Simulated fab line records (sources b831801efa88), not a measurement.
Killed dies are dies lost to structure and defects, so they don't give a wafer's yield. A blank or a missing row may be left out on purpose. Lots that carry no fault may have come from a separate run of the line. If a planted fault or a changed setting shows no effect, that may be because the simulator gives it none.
A lot that was struck, set against a sound lot :: flow sfq_line :: 15 steps out of a route of 325
Sound: wafers L777.1, L777.2, L777.5. Struck: wafer L788.5 (left out: L788.2, L788.3 of the same lot, which were not struck); the cause appears at the end.
At each step with rows: each side's tool, then ch and its chambers, then its first start. Under that, the readings that differ: sound wafers :: struck wafers :: difference of the means :: sigmas: that difference in standard deviations of wafers without a fault.
alike: readings with means less than 2 such deviations apart, plus words and numbers identical on both sides. not compared: withheld readings, readings lacking a value on some wafer, bounds such as >300 that could conceal the same value, and numbers that have no deviation in the record and whose values overlap.
Wherever a step has rows on one side only, a row that says differs or no value, or a row with sigmas, the two part there. Numbers that have no deviation but don't overlap get no sigmas and don't part them. A reading missing from all wafers of one side parts the sides only when that side holds two or more wafers.

first, 1 step without rows for these wafers: SFQ_TRILAYER_M1_STRIP_SOLV_CLEAN_044 (cleans in NMP, time 600 s).
SFQ_TRILAYER_I1_DEP_PECVD_045: deposits SiO2 from SiH4/N2O, time 111.11 s, target thk 500 nm.
  sound on pecvd-01 ch 0,1,2, day 11 04:31; struck on pecvd-01 ch 0, day 27 17:55
  alike: heater_power_w, showerhead_vpp_V, throttle_valve_pct
SFQ_TRILAYER_I1_CMP_CMP_046: polishes SiO2.
  sound on cmp-01 ch 2,3, day 11 06:09; struck on cmp-01 ch 3, day 27 20:29
  alike: motor_current_A, time_to_endpoint_s
SFQ_I1_BOW_MEAS_912:
  sound on film_metro-04, day 11 09:09; struck on film_metro-01, day 27 21:00
  alike: I1_BOW
SFQ_TRILAYER_I1_METRO_MEASURE_047:
  sound on film_metro-04, day 11 09:16; struck on film_metro-01, day 27 21:18
  alike: thk_nm
then, 6 steps without rows for these wafers: SFQ_TRILAYER_I1_VIA_LITHO_COAT_054 (resist thk 62 nm); SFQ_TRILAYER_I1_VIA_LITHO_COAT_049 (resist thk 650 nm); SFQ_TRILAYER_I1_VIA_LITHO_SOFTBAKE_053; SFQ_TRILAYER_I1_VIA_LITHO_EXPOSE_050 (exposes mask I1, target cd 500 nm); SFQ_TRILAYER_I1_VIA_LITHO_PEB_052 (peb time 60 s); SFQ_TRILAYER_I1_VIA_LITHO_DEVELOP_051 (time 60 s).
-- the record jumps here: 6 days lie between the struck wafers' starts before and after --
SFQ_I1_OVL_MEAS_913:
  sound on overlay-02, day 12 13:25; struck on overlay-01, day 34 04:50
reading: I1_OVL (nm)
sound: 6 8 8
struck: -12
difference: -19
sigmas: -3
SFQ_TRILAYER_I1_VIA_BARC_OPEN_VIA_ETCH_071: etches BARC in O2, target depth 125 nm, time 41.7 s.
  sound on rie_diel-02 ch 0,2,3, day 12 13:27; struck on rie_diel-04 ch 0, day 34 04:52
reading: oes_product_au (a.u.)
sound: 0.680 0.691 0.695
struck: 0.820
difference: +0.131
sigmas: +30

reading: run_length_s (s)
sound: 71.0 69.9 69.8
struck: 60.4
difference: -9.8
sigmas: -27

reading: model.KrF_of_TRILAYER_I1_VIA_LITHO_COAT_049.thk_nm (nm)
sound: 573.6 572.9 573.9
struck: 581
difference: +8
sigmas: 
  alike: chamber_pressure_mTorr, drypump_motor_current_A
  not compared: rf_hours_counter_h
SFQ_TRILAYER_I1_VIA_ETCH_VIA_ETCH_052: etches SiO2 in CHF3, stops on Nb, target depth 260 nm.
  sound on rie_diel-02 ch 0,2,3, day 12 13:29; struck on rie_diel-04 ch 0, day 34 04:55
reading: model.KrF_of_TRILAYER_I1_VIA_LITHO_COAT_049.thk_nm (nm)
sound: 528.4 528.5 529.5
struck: 536.4
difference: +7.6
sigmas: 
  alike: chamber_pressure_mTorr, drypump_motor_current_A, oes_product_au
SFQ_TRILAYER_I1_VIA_STRIP_STRIP_053: strips in O2.
  sound on rie_metal-04 ch 0,1, day 12 13:37; struck on rie_metal-03 ch 0, day 34 05:02
reading: drypump_motor_current_A (A)
sound: 5.8 4.8 4.8
struck: 6.6
difference: +1.5
sigmas: +2
  alike: chamber_pressure_mTorr, oes_product_au
  not compared: rf_hours_counter_h

== WHERE THEY PART ==
At SFQ_I1_OVL_MEAS_913 first; at SFQ_TRILAYER_I1_VIA_STRIP_STRIP_053 last (within this record only).

WHY: what had been put in by the simulator
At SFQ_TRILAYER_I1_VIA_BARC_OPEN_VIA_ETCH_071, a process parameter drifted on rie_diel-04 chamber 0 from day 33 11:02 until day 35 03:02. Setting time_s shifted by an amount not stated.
